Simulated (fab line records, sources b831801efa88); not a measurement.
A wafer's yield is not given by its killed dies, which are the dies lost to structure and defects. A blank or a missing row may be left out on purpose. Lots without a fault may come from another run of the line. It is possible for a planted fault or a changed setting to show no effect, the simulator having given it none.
Which tool did it?    flow sky130    13 lots with 39 wafers sampled at 5 steps, on a route of 708 steps

== WHAT THE GAUGES SHOWED, per wafer ==
SKY_FIELD_ISO_BOW_MEAS_00. Usual: for INCOMING_BOW the level is 0 um and the standard deviation is 6.4.
lot   measured     on             INCOMING_BOW (um)  flag
L615  day 1 10:01  film metro-02  -5 0 -10           
L617  day 1 20:00  film metro-02  0 9 4              
L619  day 2 06:00  film metro-01  -2 -5 1            
L620  day 2 11:02  film metro-01  11 5 -8            
L621  day 2 16:00  film metro-02  6 -1 -2            
L622  day 2 21:01  film metro-04  6 -7 2             
L629  day 4 08:02  film metro-04  8 -3 -2            
L631  day 4 18:00  film metro-02  -11 8 -7           
L632  day 4 23:02  film metro-02  -3 -3 -10          
L633  day 5 04:00  film metro-01  6 -7 -1            
L634  day 5 09:01  film metro-04  -4 -1 3            
L636  day 5 19:01  film metro-02  0 8 -8             
L638  day 6 05:00  film metro-04  10 11 -6           

SKY_FIELD_ISO_CD_MEAS_13: the cd target is 150 nm. Usual: cd nm at 150.0 nm, with a standard deviation of 1.4.
lot   measured     on         cd nm (nm)         flag
L615  day 2 06:58  cd sem-01  148.6 147.3 149.2  
L617  day 2 15:43  cd sem-02  150.9 151.4 151.1  
L619  day 3 01:55  cd sem-02  150.2 150.1 152.0  
L620  day 3 06:11  cd sem-02  149.1 146.7 148.9  
L621  day 3 12:19  cd sem-01  148.1 148.9 149.7  
L622  day 3 19:37  cd sem-01  148.7 149.7 149.9  
L629  day 5 05:56  cd sem-01  151.8 149.5 150.7  
L631  day 5 19:19  cd sem-01  152.5 150.9 150.7  
L632  day 5 23:29  cd sem-01  149.7 147.6 148.5  
L633  day 6 02:32  cd sem-02  149.8 151.3 149.9  
L634  day 6 08:31  cd sem-02  149.2 148.1 149.5  
L636  day 6 21:13  cd sem-01  151.8 151.6 152.6  
L638  day 7 06:17  cd sem-02  151.1 149.4 150.7  

SKY_VT_ADJUST_LVTN_OVL_MEAS_18. Usual: for VT_ADJUST_LVTN_01_OVL the level is 0.1 nm and the standard deviation is 1.3.
lot   measured      on          VT_ADJUST_LVTN_01_OVL (nm)  flag
L615  day 7 17:45   overlay-02  -0.1 -0.5 -0.1              
L617  day 8 04:13   overlay-01  0.3 0.8 0.5                 
L619  day 8 18:11   overlay-02  1.4 1.8 2.1                 
L620  day 8 22:45   overlay-02  -2.6 0.8 0.1                
L621  day 9 06:13   overlay-01  0.0 2.4 -0.2                
L622  day 9 16:44   overlay-02  -2.0 0.5 -1.5               
L629  day 11 12:32  overlay-02  -1.6 -1.4 -1.9              
L631  day 12 11:02  overlay-01  0.2 -1.6 -0.6               
L632  day 12 18:36  overlay-02  -0.7 -0.2 0.3               
L633  day 12 22:50  overlay-02  1.4 0.7 -0.4                
L634  day 13 01:03  overlay-02  -0.3 1.4 -0.2               
L636  day 13 17:20  overlay-01  -0.9 -0.1 -0.6              
L638  day 14 08:35  overlay-01  1.9 1.5 -0.7                

== EACH LOT AND THE TOOL THAT RAN IT (in order: tool; ch and the chambers of the sampled wafers; start) ==
lot   SKY_VT_ADJUST_HVTP_COAT_02         SKY_VT_ADJUST_HVTP_STRIP_10
L615  litho track-03 ch 0, day 5 17:55   plasma asher-01 ch 1, day 6 03:09
L617  litho track-01 ch 0, day 6 04:01   plasma asher-04 ch 0,1, day 6 13:56
L619  litho track-04 ch 0, day 6 16:56   plasma asher-04 ch 0,1, day 7 02:54
L620  litho track-04 ch 0, day 6 21:14   plasma asher-01 ch 0,1, day 7 07:55
L621  litho track-01 ch 0, day 7 03:34   plasma asher-03 ch 0,1, day 7 14:12
L622  litho track-04 ch 0, day 7 13:28   plasma asher-01 ch 0,1, day 7 23:33
L629  litho track-03 ch 0, day 9 03:26   plasma asher-03 ch 0,1, day 9 15:26
L631  litho track-03 ch 0, day 10 00:02  plasma asher-04 ch 0, day 10 11:24
L632  litho track-01 ch 0, day 10 06:37  plasma asher-01 ch 0,1, day 10 17:55
L633  litho track-01 ch 0, day 10 10:28  plasma asher-04 ch 0,1, day 10 22:24
L634  litho track-04 ch 0, day 10 12:22  plasma asher-03 ch 0,1, day 11 00:15
L636  litho track-04 ch 0, day 11 04:19  plasma asher-04 ch 0,1, day 11 16:23
L638  litho track-04 ch 0, day 11 18:05  plasma asher-01 ch 0,1, day 12 06:39
- SKY_VT_ADJUST_HVTP_COAT_02: resist thk 1140 nm.
- SKY_VT_ADJUST_HVTP_STRIP_10: strips in O2/N2.

== WHAT THE TOOLS THEMSELVES READ (means of the sampled wafers that have a number; where no wafer has one, the mark that the record gives instead) ==
SKY_VT_ADJUST_HVTP_STRIP_10. Usual: drypump motor current A 5.7 A, standard deviation 0.3; oes product au 0.717 a.u., standard deviation 0.0047; strip time to endpoint s 14.17 s, standard deviation 0.041.
lot   tool             drypump motor current A (A)  oes product au (a.u.)  strip time to endpoint s (s)  flag
L615  plasma asher-01  5.4                          0.717                  14.23                         
L617  plasma asher-04  5.5                          0.718                  14.21                         
L619  plasma asher-04  5.5                          0.718                  14.26                         
L620  plasma asher-01  5.6                          0.718                  14.12                         
L621  plasma asher-03  6.1                          0.719                  14.21                         
L622  plasma asher-01  5.5                          0.713                  14.15                         
L629  plasma asher-03  6.1                          0.715                  13.80                         OFF
L631  plasma asher-04  5.6                          0.717                  13.84                         OFF
L632  plasma asher-01  5.7                          0.720                  14.16                         
L633  plasma asher-04  5.5                          0.719                  14.15                         
L634  plasma asher-03  6.1                          0.720                  14.14                         
L636  plasma asher-04  5.6                          0.714                  14.11                         
L638  plasma asher-01  5.5                          0.715                  14.21                         

== THE ANSWER, worked out from the rows above alone ==
Rule: a lot is off if the mean of its wafers that have a number lies more than 3 standard deviations from the usual mean. Also off: a lot with no number at a reading for which 4 or more lots have one. All remaining lots with rows at the step are treated as sound. First the gauges in route order, then the tools' own readings, where a lot's mean is used as printed above. At the first step where some lot is off, the reading lying furthest off is the one used; lots without a number count as furthest.
Off, at SKY_VT_ADJUST_HVTP_STRIP_10 on strip time to endpoint s: L629, L631.
A tool fits if, at that step or a process step before it, it ran every lot that is off, and no sound lot after the first of them. One fits: SKY_VT_ADJUST_HVTP_COAT_02 on litho track-03. Its last sound lot is L615 (day 5 17:55), its first lot that is off L629 (day 9 03:26): a fault that began between those two fits.

== WHAT HAD BEEN PUT IN BY THE SIMULATOR ==
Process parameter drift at SKY_VT_ADJUST_HVTP_COAT_02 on litho track-03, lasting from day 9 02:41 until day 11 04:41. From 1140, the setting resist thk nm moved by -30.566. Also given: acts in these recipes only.
Shown lots that were struck: L629, L631. The rule above found the same.
